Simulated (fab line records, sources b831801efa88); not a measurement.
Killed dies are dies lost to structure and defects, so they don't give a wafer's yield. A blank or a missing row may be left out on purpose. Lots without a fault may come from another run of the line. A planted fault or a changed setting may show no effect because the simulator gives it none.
One fault seen from 2 desks | flow sky130 | each desk has only its own numbers; what lay behind them comes last

THE METROLOGY DESK
What the gauges read, lot by lot, whatever tool the lot ran on: means of the sampled wafers that have a number. A lot is out of limits, marked OUT, if its mean lies more than 4 standard deviations from the usual mean; the brackets give that distance.
Columns: A = LDD_N_TW at SKY_LDD_N_TW_MEAS_17, usual 2551; B = cd_nm at SKY_LDD_P_CD_MEAS_07, usual 380 nm
lot  | first seen here | A    | B
L521 | day 18 18:49    | 2516 | 380
L523 | day 19 15:14    | 2572 | 376
L531 | day 24 09:10    | 2518 | 377
L535 | day 24 11:22    | 2521 | 383
L538 | day 25 07:26    | 2563 | 381
L541 | day 26 14:58    | 2549 | 378
This desk's finding: nothing out of limits on any of the 6 lots.

THE TOOL OWNER'S DESK: litho_track-01
The tool's own readings at SKY_LDD_P_SOFTBAKE_03 (time 60 s): means of the sampled wafers that have a number, for each lot that ran on this tool. A lot is out of limits, marked OUT, if its mean lies more than 4 standard deviations from the usual mean; the brackets give that distance.
Columns: A = heater_power_total_W at SKY_LDD_P_SOFTBAKE_03, usual 56.60 W; B = plate_temp_C at SKY_LDD_P_SOFTBAKE_03, usual 90.00 C
lot  | first seen here | A               | B
L531 | day 25 00:20    | 53.97 (-61) OUT | 87.04 (-23) OUT
L535 | day 25 02:56    | 54.01 (-60) OUT | 87.01 (-23) OUT
This desk's finding: out of limits on L531, L535; first on L531, day 25 00:20 (heater_power_total_W at SKY_LDD_P_SOFTBAKE_03). In limits: none.

PUT TOGETHER
The tool owner's desk could have raised an alarm at day 25 00:20, on L531, L535.
The metrology desk saw nothing out of limits.
The metrology desk has L531, L535 on record, within its limits.
Of the lots named, all ran SKY_LDD_P_SOFTBAKE_03 on litho_track-01.

WHAT THE SIMULATOR HAD PUT IN
Process parameter drift: litho_track-01, from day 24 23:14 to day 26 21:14, at SKY_LDD_P_SOFTBAKE_03. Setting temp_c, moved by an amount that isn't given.
Lots struck among those shown: L531, L535.
Hours from the fault's start to each desk's first reading out of limits: the tool owner's desk, 1.
